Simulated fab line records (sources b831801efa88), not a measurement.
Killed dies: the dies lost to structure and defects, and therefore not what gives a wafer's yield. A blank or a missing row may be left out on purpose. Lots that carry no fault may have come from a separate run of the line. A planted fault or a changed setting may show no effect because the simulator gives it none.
Problem report, 8D (eight disciplines) form, completed by code    flow gf180mcu    the parts of the form that need people (team, actions taken, sign-off) are left out

## 1. WHAT IS WRONG
Mean NWELL_TW at GF_NWELL_TW_MEAS_11: 1455 over 6 wafers in 2 lots; fault-free wafers: 1557, standard deviation 11. Relative to the usual mean, that is a shift of -9.2 standard deviations.
Earliest sighting: wafer L168.2 on film metro-04 at day 4 12:42. At this step, 39 wafers from 13 lots have a number in the record. Rule for "out" (also "out of limits"): further than 4 standard deviations from the usual mean. The other wafers with a number count as sound.

## 2. WHAT IT IS, WHAT IT ISN'T
question                     is                            is not
which readings at this step  NWELL_TW                      -
which lots                   L168, L169                    L163, L165, L170, L175, L177, L178, L181, L182, L183, L185, L186
which wafers of those lots   all that have a number        -
read on which gauges         film metro-02, film metro-04  film metro-01
when                         from day 4 12:42              up to then (6 sound wafers); but 27 sound wafers of L170, L175, L177, L178, L181, L182, L183, L185, L186 came after

## 3. SUSPECTS, AND WHAT RULES EACH OUT
Counting: a tool at any process step up to the reading remains a suspect when it ran all the lots that are out and ran no sound lot after the first of those.
- the gauge at GF_NWELL_TW_MEAS_11: ruled out. The wafers that are out were read on 2 gauges (film metro-02, film metro-04).
- implanter-02 at GF_NWELL_IMPLANT_08: ruled out as a lasting fault. Following L168 (day 4 12:19), the first lot on it that is out, the sound lots L185, L186 were run on it.
Left after counting: nothing in the record.

## 4. THE CAUSE (what the simulator had put in)
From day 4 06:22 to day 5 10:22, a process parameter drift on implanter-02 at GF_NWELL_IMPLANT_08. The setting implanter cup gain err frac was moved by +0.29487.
Counting ruled it out, wrongly: the rule takes a fault to strike every lot that its tool runs from its start on, and this one did not.

## 5. THE CHAIN OF EFFECTS, in route order
One row per reading whose mean, taken over the struck wafers that have a number, lies over 3 standard deviations from the usual. Readings are gone through only where the record gives a usual standard deviation; hours: the median, over the lots, of the time from a lot's start at the first step in this table giving one to that lot's start at this step; sigmas: the change measured in usual standard deviations.
hours  step                      reading             usual         on struck wafers  change  sigmas
0      GF_NWELL_IMPLANT_08       beam on s           10.01 s       7.66              -2.35   -11
0      GF_NWELL_IMPLANT_08       faraday current uA  84.5          110.4             +25.9   +14
0      GF_NWELL_TW_MEAS_11       NWELL_TW            1557          1455              -102    -9.2
111    GF_VT_IMPLANT_RS_MEAS_47  NWELL_RS            487.7 ohm/sq  560.1             +72.4   +56
It contains these process steps:
- GF_NWELL_IMPLANT_08
Later measuring or inspecting steps at which every struck wafer that the step has a row for has a number for every such reading, and none has moved that far: GF_LVPWELL_OVL_MEAS_07.

## 6. HOW IT WOULD HAVE BEEN CAUGHT EARLIER
Counted from the fault's start at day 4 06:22, it took 6 hours until the first out-of-limits reading at a measuring or inspecting step in this record, taken at day 4 12:42.
Tool's own readings at GF_NWELL_IMPLANT_08, beam on s, faraday current uA: out on all struck wafers the step has rows for; an alarm limit on them would have tripped on the first.
